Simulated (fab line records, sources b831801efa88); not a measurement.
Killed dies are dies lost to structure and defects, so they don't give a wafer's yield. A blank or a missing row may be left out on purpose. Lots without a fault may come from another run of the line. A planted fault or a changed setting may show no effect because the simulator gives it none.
fab line records | flow sky130
record lots=7 wafers=21 last_day=50
route steps=708 shown METAL5@664 PAD_OPEN@708
lots that met no fault: from a run of the same line without faults
start_h: hours from the record's first day to the start of the lot's first wafer shown | wait_h: hours since the lot's step before | " the same as in the row above | L1.1+2: a row that stands for several wafers | - no value, or no start given | * or withheld: withheld | < > ~ a bound
route shown NAME@n: a module of which the file shows steps, and the number in the route of the first | usual: mean/standard deviation of fault-free wafers | same: alike in all rows | chamber/n: place in a boat | sites: the reading at each site | _std_site: their standard deviation | _edge_site: outer sites' mean less inner sites' | radius_mm: how far each site lies from the wafer's centre | mask NAME#n: copy n | behind: the tool/chamber that last shaped the wafer | hold: why the lot was held/for how many hours/how that ended | device: the transistor (n, p or np) that didn't switch | end of line: the same wafers' tests at the end of the route | a step without rows: its recipe alone | killed: dies lost to structure and defects at the first sort, not the wafer's yield | map: a wafer's dies, x killed, . not, _ none there
set.NAME: the setting as run; set.NAME@STEP: as run at that earlier step | model.NAME: the simulator's own value behind a step, which no gauge read
lots at some steps of the route; a table a step, a row a wafer
services: from which hour (start_h, from the record's first day; less than 0 if before it) a tool's chamber was out of use, for how many hours, and why
## steps
# step SKY_METAL5_SPUTTER_03
# recipe material=Ti target_thk_nm=5 power_w=3000 time_s=3.408 chamber_pressure_pa=0.4
# usual throttle_valve_pct=30.1/0.63
# columns lot.wafer tool chamber start_h wait_h throttle_valve_pct
L319.1 pvd_sputter-03 - 1022.92 0.0 29.5
L319.5 " - " " 30.9
L319.6 " - " " 29.8
L323.1 pvd_sputter-03 - 1046.32 0.0 29.3
L323.3 " - " " 30.7
L323.6 " - " " 30.8
L325.1 pvd_sputter-03 - 1066.90 0.0 31.0
L325.5 " - " " 29.7
L325.6 " - " " 29.8
L326.1 pvd_sputter-03 - 1072.22 0.0 29.6
L326.4 " - " " 29.2
L326.6 " - " " 29.5
L327.2 pvd_sputter-04 - 1086.25 0.0 29.6
L327.3 " - " " 29.7
L327.4 " - " " 29.8
L332.1 pvd_sputter-02 - 1112.35 0.0 30.4
L332.5 " - " " 30.7
L332.6 " - " " 30.3
L337.3 pvd_sputter-02 - 1135.47 0.0 30.4
L337.4 " - " " 30.5
L337.5 " - " " 31.1
# step SKY_METAL5_SPUTTER_04
# recipe material=TiN target_thk_nm=70 power_w=6500 time_s=58.3 chamber_pressure_pa=0.4
# usual throttle_valve_pct=30.1/0.62
# columns lot.wafer tool chamber start_h wait_h throttle_valve_pct
L319.1 pvd_sputter-03 - 1022.94 0.0 29.6
L319.5 " - " " 30.8
L319.6 " - " " 29.6
L323.1 pvd_sputter-03 - 1046.34 0.0 29.8
L323.3 " - " " 31.0
L323.6 " - " " 30.7
L325.1 pvd_sputter-03 - 1066.91 0.0 30.9
L325.5 " - " " 29.8
L325.6 " - " " 30.1
L326.1 pvd_sputter-03 - 1072.23 0.0 29.8
L326.4 " - " " 28.8
L326.6 " - " " 29.8
L327.2 pvd_sputter-04 - 1086.26 0.0 29.6
L327.3 " - " " 29.4
L327.4 " - " " 29.8
L332.1 pvd_sputter-02 - 1112.37 0.0 30.4
L332.5 " - " " 30.2
L332.6 " - " " 30.3
L337.3 pvd_sputter-02 - 1135.49 0.0 30.4
L337.4 " - " " 30.2
L337.5 " - " " 31.0
# step SKY_METAL5_RS_MEAS_05
# recipe thk_meas_gauge=four-point-probe reads=TiN_of_METAL5_SPUTTER_04+Ti_of_METAL5_SPUTTER_03+AlCu_of_METAL5_SPUTTER_02+TiN_of_METAL5_SPUTTER_01+Ti_of_METAL5_SPUTTER_00
# usual METAL5_ALCU_RS=0.0271/0.00036
# columns lot.wafer tool chamber start_h wait_h METAL5_ALCU_RS[ohm/sq]
L319.1 film_metro-02 - 1022.99 0.0 0.0270
L319.5 " - " " 0.0276
L319.6 " - " " 0.0270
L323.1 film_metro-04 - 1046.39 0.0 0.0269
L323.3 " - " " 0.0273
L323.6 " - " " 0.0275
L325.1 film_metro-02 - 1066.96 0.0 0.0275
L325.5 " - " " 0.0271
L325.6 " - " " 0.0273
L326.1 film_metro-02 - 1072.28 0.0 0.0272
L326.4 " - " " 0.0268
L326.6 " - " " 0.0269
L327.2 film_metro-02 - 1086.33 0.0 0.0272
L327.3 " - " " 0.0278
L327.4 " - " " 0.0278
L332.1 film_metro-02 - 1112.41 0.0 0.0265
L332.5 " - " " 0.0265
L332.6 " - " " 0.0275
L337.3 film_metro-02 - 1135.58 0.1 0.0271
L337.4 " - " " 0.0272
L337.5 " - " " 0.0274
# step SKY_METAL5_THK_MEAS_06
# recipe thk_meas_gauge=xrf reads=AlCu_of_METAL5_SPUTTER_02
# usual METAL5_ALCU_THK=1171/16
# columns lot.wafer tool chamber start_h wait_h METAL5_ALCU_THK[nm]
L319.1 film_metro-02 - 1023.11 0.1 1173
L319.5 " - " " 1150
L319.6 " - " " 1174
L323.1 film_metro-04 - 1046.51 0.1 1183
L323.3 " - " " 1165
L323.6 " - " " 1159
L325.1 film_metro-02 - 1067.08 0.1 1151
L325.5 " - " " 1166
L325.6 " - " " 1157
L326.1 film_metro-02 - 1072.40 0.1 1157
L326.4 " - " " 1180
L326.6 " - " " 1171
L327.2 film_metro-02 - 1086.44 0.1 1159
L327.3 " - " " 1132
L327.4 " - " " 1145
L332.1 film_metro-02 - 1112.53 0.1 1192
L332.5 " - " " 1194
L332.6 " - " " 1150
L337.3 film_metro-02 - 1135.68 0.1 1170
L337.4 " - " " 1165
L337.5 " - " " 1158
# step SKY_METAL5_DEHYDRATE_07
# recipe temp_c=200 time_s=60
# step SKY_METAL5_HMDS_08
# recipe prime_time_s=60 prime_temp_c=120
# step SKY_METAL5_COAT_09
# recipe resist=NOVOLAK spin_rpm=3000 resist_thk_nm=1800
# step SKY_METAL5_SOFTBAKE_10
# recipe temp_c=90 time_s=60 resist=NOVOLAK
# step SKY_METAL5_EXPOSE_11
# recipe mask_id=MM5 na=0.6 source_shape=conventional sigma_outer=0.6 polarization=unpolarized target_cd_nm=1600 dose_mj=190
# step SKY_METAL5_PEB_12
# recipe temp_c=withheld time_s=* resist=NOVOLAK
# step SKY_METAL5_DEVELOP_13
# recipe resist=NOVOLAK developer=TMAH develop_time_s=60 dev_temp_c=23
# step SKY_METAL5_DESCUM_14
# recipe chemistry=O2 source_power_w=150 bias_power_w=0 pressure_mtorr=10 temp_c=40 time_s=11
# usual drypump_motor_current_A=5.6/0.55 oes_product_au=0.994/0.016
# columns lot.wafer tool chamber start_h wait_h drypump_motor_current_A oes_product_au rf_hours_counter_h
L319.1 rie_metal-03 0 1044.95 0.1 5.6 0.984 10
L319.5 " 1 " " 6.2 0.995 -
L319.6 " 0 " " 5.6 0.978 -
L323.1 rie_metal-04 0 1068.40 0.1 5.1 0.975 18
L323.3 " 1 " " 5.2 0.983 -
L323.6 " 0 " " 5.0 0.962 -
L325.1 rie_metal-04 1 1087.80 0.1 5.1 0.986 7
L325.5 " 0 " " 5.0 0.987 -
L325.6 " 1 " " 5.1 0.988 -
L326.1 rie_metal-04 0 1093.35 0.1 5.0 0.968 20
L326.4 " 0 " " 5.1 0.990 -
L326.6 " 1 " " 5.1 1.004 -
L327.2 rie_metal-04 0 1106.30 0.1 5.0 0.978 21
L327.3 " 0 " " 5.1 0.980 -
L327.4 " 1 " " 5.2 0.995 -
L332.1 rie_metal-02 0 1132.00 0.1 6.6 1.026 16
L332.5 " 0 " " 6.6 1.018 -
L332.6 " 1 " " 5.8 1.000 -
L337.3 rie_metal-03 1 1154.41 0.1 6.2 0.997 -
L337.4 " 0 " " 5.6 0.984 -
L337.5 " 1 " " 6.1 1.002 -
# step SKY_METAL5_METAL_ETCH_15
# recipe target_depth_a=12600 stop_on=SiO2 over_etch_frac=0.2 time_s=252 chemistry=Cl2/BCl3 resist_sidewall_deg=86 pressure_mtorr=10 icp_w=900 bias_w=48.5 Cl2_flow_sccm=60 bcl3_flow_sccm=30
# usual drypump_motor_current_A=5.6/0.55 oes_product_au=0.894/0.0049 over_etch_frac=0.2/0 throttle_valve_pct=22.264/0.0083
# columns lot.wafer tool chamber start_h wait_h drypump_motor_current_A oes_product_au over_etch_frac rf_hours_counter_h throttle_valve_pct model.NOVOLAK_of_METAL5_COAT_09.thk_nm
L319.1 rie_metal-03 0 1044.98 0.0 5.6 0.893 0.2 10 22.267 1057
L319.5 " 1 " " 6.1 0.889 0.2 - 22.257 1043
L319.6 " 0 " " 5.6 0.891 0.2 - 22.260 1063
L323.1 rie_metal-04 0 1068.44 0.0 5.1 0.901 0.2 18 22.266 1064
L323.3 " 1 " " 5.2 0.902 0.2 - 22.275 1030
L323.6 " 0 " " 5.1 0.890 0.2 - 22.259 1061
L325.1 rie_metal-04 1 1087.84 0.0 5.2 0.896 0.2 7 22.257 1049
L325.5 " 0 " " 5.1 0.848 0.32649 - 22.254 987.8
L325.6 " 1 " " 5.1 0.897 0.2 - 22.268 1047
L326.1 rie_metal-04 0 1093.38 0.0 5.1 0.841 0.32649 20 22.260 983
L326.4 " 0 " " 5.1 0.848 0.32649 - 22.276 986.1
L326.6 " 1 " " 5.2 0.899 0.2 - 22.266 1045
L327.2 rie_metal-04 0 1106.33 0.0 5.0 0.840 0.32649 21 22.248 983.4
L327.3 " 0 " " 5.0 0.843 0.32649 - 22.281 982.6
L327.4 " 1 " " 5.1 0.896 0.2 - 22.264 1047
L332.1 rie_metal-02 0 1132.03 0.0 6.6 0.903 0.2 16 22.260 993.6
L332.5 " 0 " " 6.6 0.894 0.2 - 22.271 994.3
L332.6 " 1 " " 5.8 0.898 0.2 - 22.261 1007
L337.3 rie_metal-03 1 1154.51 0.1 6.2 0.896 0.2 - 22.272 1038
L337.4 " 0 " " 5.6 0.897 0.2 - 22.254 1053
L337.5 " 1 " " 6.1 0.892 0.2 - 22.274 1038
# step SKY_METAL5_STRIP_16
# recipe chemistry=O2/N2 power_w=1400 pressure_mtorr=1500 platen_temp_c=withheld o2_flow_sccm=3000 n2_flow_sccm=300 overash_fraction=0.5
# usual drypump_motor_current_A=5.7/0.42 oes_product_au=0.710/0.0046 strip_time_to_endpoint_s=13.14/0.22
# columns lot.wafer tool chamber start_h wait_h drypump_motor_current_A oes_product_au rf_hours_counter_h strip_time_to_endpoint_s
L319.1 plasma_asher-03 0 1045.22 0.2 5.0 0.712 130 13.31
L319.5 " 1 " " 6.0 0.715 - 13.18
L319.6 " 0 " " 5.1 0.715 - 13.36
L323.1 plasma_asher-03 0 1068.67 0.2 5.1 0.715 0 13.38
L323.3 " 0 " " 5.1 0.714 - 13.02
L323.6 " 1 " " 6.0 0.711 - 13.35
L325.1 plasma_asher-01 1 1088.07 0.2 5.4 0.715 36 13.23
L325.5 " 0 " " 6.3 0.704 - 12.59
L325.6 " 1 " " 5.4 0.713 - 13.19
L326.1 plasma_asher-02 0 1093.62 0.2 5.5 0.716 57 12.54
L326.4 " 0 " " 5.5 0.709 - 12.58
L326.6 " 1 " " 5.9 0.709 - 13.20
L327.2 plasma_asher-03 1 1106.57 0.2 6.0 0.709 4 12.54
L327.3 " 1 " " 6.0 0.707 - 12.53
L327.4 " 0 " " 5.1 0.711 - 13.22
L332.1 plasma_asher-03 1 1132.27 0.2 6.0 0.712 7 12.66
L332.5 " 0 " " 5.1 0.705 - 12.66
L332.6 " 1 " " 6.0 0.700 - 12.82
L337.3 plasma_asher-03 1 1154.70 0.1 6.0 0.705 - 13.13
L337.4 " 0 " " 5.0 0.713 - 13.24
L337.5 " 1 " " 6.0 0.712 - 13.11
# step SKY_METAL5_STRIP_17
# recipe chemistry=post_etch_residue_remover time_s=1200 temp_c=72.5
# step SKY_PAD_OPEN_PROBE_99
# usual defect_limited_yield=82.4/1.9 killed_at_M0_to_M3=43/7.5 killed_at_M4_up=3.2/1.9 killed_at_contacts=24/4.9 killed_at_front_end=15/4.3 killed_at_other=0.4/0.72 killed_dies=86/9.1 killed_open=47/6.5 killed_short=39/6.5 sort_bin_3_pad_short=0.9/0.43 sort_bin_5_function=10.4/1.3 sort_bin_6_memory=6.3/1.2 sort_n_pass=406/9.1 sort_yield_pct=82.4/1.9
# same gross_dies=492 killed_at_back_side=0 sort_bin_4_leakage[%]=0 sort_bin_8_speed[%]=0
# columns lot.wafer tool chamber start_h wait_h defect_limited_yield[%] killed_at_M0_to_M3 killed_at_M4_up killed_at_contacts killed_at_front_end killed_at_other killed_dies killed_open killed_short sort_bin_3_pad_short[%] sort_bin_5_function[%] sort_bin_6_memory[%] sort_n_pass sort_yield_pct[%]
L319.1 prober-01 - 1092.21 0.1 80.9 53 6 18 16 1 94 44 50 1.8 11.4 5.9 398 80.9
L319.5 prober-01 - 1092.41 0.2 82.3 51 6 18 12 0 87 47 40 1.4 10.6 5.7 405 82.3
L319.6 prober-01 - 1092.46 0.2 81.7 59 8 17 6 0 90 55 35 1.2 11.8 5.3 402 81.7
L323.1 prober-02 - 1113.85 0.1 82.5 43 2 21 19 1 86 40 46 0.8 9.6 7.1 406 82.5
L323.3 prober-02 - 1113.95 0.2 83.1 36 2 26 18 1 83 46 37 1.2 10.4 5.3 409 83.1
L323.6 prober-02 - 1114.10 0.2 78.7 53 3 32 16 1 105 61 43 1.6 13.2 6.5 387 78.7
L325.1 prober-01 - 1132.41 0.1 79.7 50 3 24 23 0 100 60 38 1.2 12.4 6.7 392 79.7
L325.5 prober-01 - 1132.61 0.2 83.5 45 3 26 7 0 81 47 33 1.4 8.3 6.7 411 83.5
L325.6 prober-01 - 1132.66 0.2 82.3 44 1 21 20 1 87 44 42 1.0 10.0 6.7 405 82.3
L326.1 prober-02 - 1136.38 0.1 81.5 34 6 30 21 0 91 52 39 0.2 12.0 6.3 401 81.5
L326.4 prober-02 - 1136.53 0.2 83.7 39 4 19 18 0 80 46 34 0.8 8.5 6.9 412 83.7
L326.6 prober-02 - 1136.63 0.2 82.7 42 2 24 17 0 85 42 43 1.0 9.6 6.7 407 82.7
L327.2 prober-01 - 1148.83 0.1 82.1 44 2 28 14 0 88 56 32 1.8 8.7 7.3 404 82.1
L327.3 prober-01 - 1148.88 0.2 82.9 42 1 18 23 0 84 42 40 0.8 10.0 6.3 408 82.9
L327.4 prober-01 - 1148.93 0.2 77.6 62 2 27 19 0 110 55 55 1.0 11.6 9.8 382 77.6
L332.1 prober-02 - 1173.46 0.1 80.9 47 1 31 15 0 94 53 40 0.8 10.4 7.9 398 80.9
L332.5 prober-02 - 1173.66 0.2 82.1 43 2 21 22 0 88 45 42 0.6 10.8 6.5 404 82.1
L332.6 prober-02 - 1173.71 0.2 81.5 47 5 23 15 1 91 46 43 0.6 10.8 7.1 401 81.5
L337.3 prober-02 - 1192.71 0.2 83.1 35 3 27 18 0 83 48 35 0.6 10.6 5.7 409 83.1
L337.4 prober-02 - 1192.76 0.2 84.6 36 4 18 18 0 76 47 29 1.0 10.4 4.1 416 84.6
L337.5 prober-02 - 1192.81 0.2 85.4 36 4 18 14 0 72 42 30 1.0 8.1 5.5 420 85.4
# killed by level:class
L319.1 VIA1:geometric_particle:open=10 METAL1:geometric_particle:short=9 CONTACT:geometric_particle:open=6 METAL2:geometric_particle:short=6 VIA2:geometric_particle:short=6 LI_CONTACT:geometric_particle:open=5 VIA2:geometric_particle:open=5 CONTACT:geometric_particle:short=4
L319.5 METAL1:geometric_particle:short=10 VIA2:geometric_particle:open=10 VIA1:geometric_particle:open=8 LI_CONTACT:geometric_particle:open=6 CONTACT:geometric_particle:open=6 VIA3:geometric_particle:open=6 METAL4:geometric_particle:short=5 FIELD_ISO:geometric_particle:open=4
L319.6 VIA1:geometric_particle:open=19 METAL1:geometric_particle:short=11 VIA3:geometric_particle:open=8 VIA2:geometric_particle:open=7 LI_CONTACT:geometric_particle:open=6 CONTACT:geometric_particle:open=6 METAL4:geometric_particle:short=5 LI_CONTACT:geometric_particle:short=4
L323.1 VIA1:geometric_particle:open=11 VIA1:geometric_particle:short=7 FIELD_ISO:geometric_particle:short=6 VIA2:geometric_particle:short=6 CONTACT:geometric_particle:open=6 VIA2:geometric_particle:open=6 FIELD_ISO:geometric_particle:open=5 POLY_GATE:geometric_particle:short=5
L323.3 VIA1:geometric_particle:open=10 CONTACT:geometric_particle:open=9 VIA3:geometric_particle:short=7 VIA3:geometric_particle:open=7 POLY_GATE:geometric_particle:open=6 LI_CONTACT:geometric_particle:short=6 FIELD_ISO:geometric_particle:open=5 POLY_GATE:geometric_particle:short=4
L323.6 VIA2:geometric_particle:open=10 VIA1:geometric_particle:open=10 CONTACT:geometric_particle:open=10 VIA3:geometric_particle:open=9 LI_CONTACT:geometric_particle:open=8 METAL1:geometric_particle:short=6 METAL3:geometric_particle:short=6 FIELD_ISO:geometric_particle:open=5
L325.1 VIA1:geometric_particle:open=16 LI_CONTACT:geometric_particle:open=8 METAL1:geometric_particle:short=8 FIELD_ISO:geometric_particle:open=7 METAL2:geometric_particle:short=7 VIA3:geometric_particle:open=7 FIELD_ISO:geometric_particle:short=6 VIA2:geometric_particle:open=5
L325.5 CONTACT:geometric_particle:open=10 VIA1:geometric_particle:open=9 VIA3:geometric_particle:open=9 LI_CONTACT:geometric_particle:open=6 VIA2:geometric_particle:open=6 METAL2:geometric_particle:short=5 VIA1:geometric_particle:short=5 CONTACT:geometric_particle:short=4
L325.6 VIA1:geometric_particle:open=10 FIELD_ISO:geometric_particle:short=8 CONTACT:geometric_particle:open=7 LI_CONTACT:geometric_particle:open=7 METAL1:geometric_particle:short=7 VIA1:geometric_particle:short=6 CONTACT:geometric_particle:short=5 VIA2:geometric_particle:open=5
L326.1 CONTACT:geometric_particle:open=15 VIA1:geometric_particle:open=10 VIA2:geometric_particle:open=8 POLY_GATE:geometric_particle:open=6 LI_CONTACT:geometric_particle:open=6 FIELD_ISO:geometric_particle:short=5 CONTACT:geometric_particle:short=5 METAL4:geometric_particle:short=5
L326.4 VIA1:geometric_particle:open=9 FIELD_ISO:geometric_particle:short=8 CONTACT:geometric_particle:open=8 VIA1:geometric_particle:short=7 LI_CONTACT:geometric_particle:open=6 VIA3:geometric_particle:open=6 FIELD_ISO:geometric_particle:open=4 METAL2:geometric_particle:short=4
L326.6 VIA1:geometric_particle:open=11 LI_CONTACT:geometric_particle:open=8 METAL2:geometric_particle:short=8 FIELD_ISO:geometric_particle:short=7 METAL1:geometric_particle:short=7 CONTACT:geometric_particle:open=7 CONTACT:geometric_particle:short=6 VIA3:geometric_particle:open=5
L327.2 CONTACT:geometric_particle:open=12 VIA1:geometric_particle:open=12 VIA2:geometric_particle:open=8 METAL2:geometric_particle:short=8 VIA1:geometric_particle:short=6 LI_CONTACT:geometric_particle:open=5 LOCAL_INTERCONNECT:geometric_particle:short=4 VIA3:geometric_particle:open=4
L327.3 VIA3:geometric_particle:open=10 FIELD_ISO:geometric_particle:open=7 METAL1:geometric_particle:short=6 CONTACT:geometric_particle:open=6 METAL2:geometric_particle:short=6 CONTACT:geometric_particle:short=5 POLY_GATE:geometric_particle:open=4 LI_CONTACT:geometric_particle:open=4
L327.4 VIA1:geometric_particle:open=18 CONTACT:geometric_particle:open=10 VIA1:geometric_particle:short=8 LOCAL_INTERCONNECT:geometric_particle:short=7 METAL2:geometric_particle:short=7 VIA3:geometric_particle:open=7 VIA2:geometric_particle:open=6 VIA3:geometric_particle:short=6
L332.1 CONTACT:geometric_particle:open=14 VIA1:geometric_particle:open=13 VIA2:geometric_particle:short=8 VIA3:geometric_particle:open=7 LI_CONTACT:geometric_particle:open=6 CONTACT:geometric_particle:short=6 FIELD_ISO:geometric_particle:short=5 POLY_GATE:geometric_particle:open=4
L332.5 POLY_GATE:geometric_particle:short=8 CONTACT:geometric_particle:open=8 VIA1:geometric_particle:open=8 VIA3:geometric_particle:open=7 FIELD_ISO:geometric_particle:short=5 VIA2:geometric_particle:short=5 VIA2:geometric_particle:open=5 POLY_GATE:geometric_particle:open=4
L332.6 VIA1:geometric_particle:open=10 CONTACT:geometric_particle:open=10 METAL1:geometric_particle:short=7 VIA2:geometric_particle:open=7 LOCAL_INTERCONNECT:geometric_particle:short=6 VIA1:geometric_particle:short=6 VIA2:geometric_particle:short=5 VIA3:geometric_particle:open=5
L337.3 VIA3:geometric_particle:open=8 CONTACT:geometric_particle:open=7 CONTACT:geometric_particle:short=7 VIA2:geometric_particle:open=7 LOCAL_INTERCONNECT:geometric_particle:short=6 POLY_GATE:geometric_particle:open=5 LI_CONTACT:geometric_particle:open=5 VIA1:geometric_particle:open=5
L337.4 VIA1:geometric_particle:open=10 POLY_GATE:geometric_particle:open=8 VIA1:geometric_particle:short=6 CONTACT:geometric_particle:short=5 CONTACT:geometric_particle:open=5 FIELD_ISO:geometric_particle:open=4 LI_CONTACT:geometric_particle:open=4 VIA2:geometric_particle:open=4
L337.5 VIA1:geometric_particle:open=7 CONTACT:geometric_particle:open=6 VIA2:geometric_particle:short=6 VIA3:geometric_particle:open=6 LI_CONTACT:geometric_particle:open=5 METAL2:geometric_particle:short=5 METAL3:geometric_particle:short=5 FIELD_ISO:geometric_particle:open=4
## services
# columns tool chamber start_h hours kind
pvd_sputter-03 - 1011.24 1.3 repair
plasma_asher-01 - 1017.71 6.1 repair
pvd_sputter-02 - 1034.83 4.2 repair
pvd_sputter-04 - 1037.13 13.5 repair
pvd_sputter-03 0 1046.39 - consumable_replace:kit
pvd_sputter-03 0 1046.39 18.0 scheduled_down
pvd_sputter-03 0 1046.39 18.0 vent_cycle
rie_metal-02 0 1046.68 10.3 repair
plasma_asher-03 - 1055.34 9.0 pm
plasma_asher-03 0 1055.34 9.0 vent_cycle
plasma_asher-03 1 1055.34 9.0 vent_cycle
plasma_asher-03 0 1064.34 - clean
plasma_asher-03 1 1064.34 - clean
pvd_sputter-04 1 1085.59 - consumable_replace:kit
pvd_sputter-02 3 1088.40 - consumable_replace:kit
pvd_sputter-02 3 1088.40 18.0 scheduled_down
pvd_sputter-02 3 1088.40 18.0 vent_cycle
plasma_asher-01 - 1119.01 2.8 pm
pvd_sputter-02 - 1123.57 1.4 repair
pvd_sputter-03 3 1131.69 - consumable_replace:kit
pvd_sputter-03 3 1131.69 18.0 scheduled_down
pvd_sputter-03 3 1131.69 18.0 vent_cycle
pvd_sputter-02 - 1139.18 1.3 repair
pvd_sputter-04 - 1150.65 1.9 repair
## key
first_sign step=SKY_METAL5_METAL_ETCH_15 reading=over_etch_frac direction=up sigmas=99+ usual=0.2 struck=0.32649
effect step=SKY_METAL5_METAL_ETCH_15 reading=oes_product_au direction=down sigmas=10 usual=0.894 struck=0.844
effect step=SKY_METAL5_STRIP_16 reading=strip_time_to_endpoint_s direction=down sigmas=2.7 usual=* struck=*
model_effect step=SKY_METAL5_METAL_ETCH_15 value=NOVOLAK_of_METAL5_COAT_09.thk_nm without=1062 struck=984.6
met_at SKY_METAL5_METAL_ETCH_15
struck_wafers L325.5,L326.1,L326.4,L327.2,L327.3
onset_between 1068.44 1087.84
fault kind=process_parameter_drift tool=rie_metal-04 chamber=0 onset_h=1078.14 steps=SKY_METAL5_METAL_ETCH_15 channel=over_etch_frac offset=0.12649 shape=step end_h=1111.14 acts_in=these_recipes_only stated=0.2
